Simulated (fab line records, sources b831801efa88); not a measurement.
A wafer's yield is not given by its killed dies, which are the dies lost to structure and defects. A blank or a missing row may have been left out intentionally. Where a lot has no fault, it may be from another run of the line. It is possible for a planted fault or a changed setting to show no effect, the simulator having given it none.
A struck lot beside a sound one | flow sky130 | 14 out of 708 route steps
Sound: wafers L738.1, L738.3, L738.4. Struck: wafers L749.3, L749.4, L749.5. Last of all comes the cause.
At each step with rows: each side's tool, then ch and its chambers, then its first start. Under that, the readings that differ: sound wafers | struck wafers | difference of the means | sigmas: that difference in standard deviations of wafers without a fault.
alike: words and numbers the same on both sides, and readings whose means are apart by under 2 such deviations; not compared: readings that were withheld, readings missing a value for some wafer, numbers with overlapping values and no deviation given by the record, and bounds like >300 which may hide the same value.
The two part at a step that has a row with sigmas, a row that says differs or no value, or rows on one side only. When numbers do not overlap yet have no deviation, they are printed without sigmas and do not part them. A reading missing from all wafers of one side parts the sides only when that side holds two or more wafers.

first, 6 steps without rows for these wafers: SKY_LDD_N_IMPLANT_10; SKY_LDD_N_IMPLANT_11; SKY_LDD_N_IMPLANT_12; SKY_LDD_N_IMPLANT_13; SKY_LDD_N_IMPLANT_14; SKY_LDD_N_IMPLANT_15.
SKY_LDD_N_STRIP_16: strips in O2/N2.
  sound on plasma-asher-03 ch 0,1, day 17 22:34; struck on plasma-asher-03 ch 0,1, day 21 17:35
  reading                      | sound             | struck            | difference | sigmas
  strip-time-to-endpoint-s (s) | 4.327 4.345 4.376 | 4.305 4.302 4.327 | -0.038     | -2
  alike: chamber-pressure-mTorr, drypump-motor-current-A, oes-product-au
  not compared: rf-hours-counter-h
SKY_LDD_N_TW_MEAS_17:
  sound on film-metro-02 at day 17 22:40; struck on film-metro-02 at day 21 17:40
  reading  | sound          | struck         | difference | sigmas
  LDD_N_TW | 2578 2563 2578 | 2624 2638 2620 | +54        | +2
then, 4 steps without rows for these wafers: SKY_LDD_P_DEHYDRATE_00 (time 60 s); SKY_LDD_P_HMDS_01 (prime time 60 s); SKY_LDD_P_COAT_02 (resist thk 1140 nm); SKY_LDD_P_SOFTBAKE_03 (time 60 s).
SKY_LDD_P_EXPOSE_04: exposes mask PSDM, target cd 380 nm.
  sound on iline-stepper-01 ch 0, day 18 13:13; struck on iline-stepper-01, day 22 08:21
  no value came back on the struck wafers for exposure-dose-mJ-cm2, focus-offset-nm (nm); on the sound wafers exposure-dose-mJ-cm2 reads 137.8 138.2 138.1
  alike: mask
then, 1 step without rows for these wafers: SKY_LDD_P_PEB_05.

WHERE THEY PART
At SKY_LDD_N_STRIP_16 first; at SKY_LDD_P_EXPOSE_04 last (within this record only).

WHY: whatever the simulator had introduced
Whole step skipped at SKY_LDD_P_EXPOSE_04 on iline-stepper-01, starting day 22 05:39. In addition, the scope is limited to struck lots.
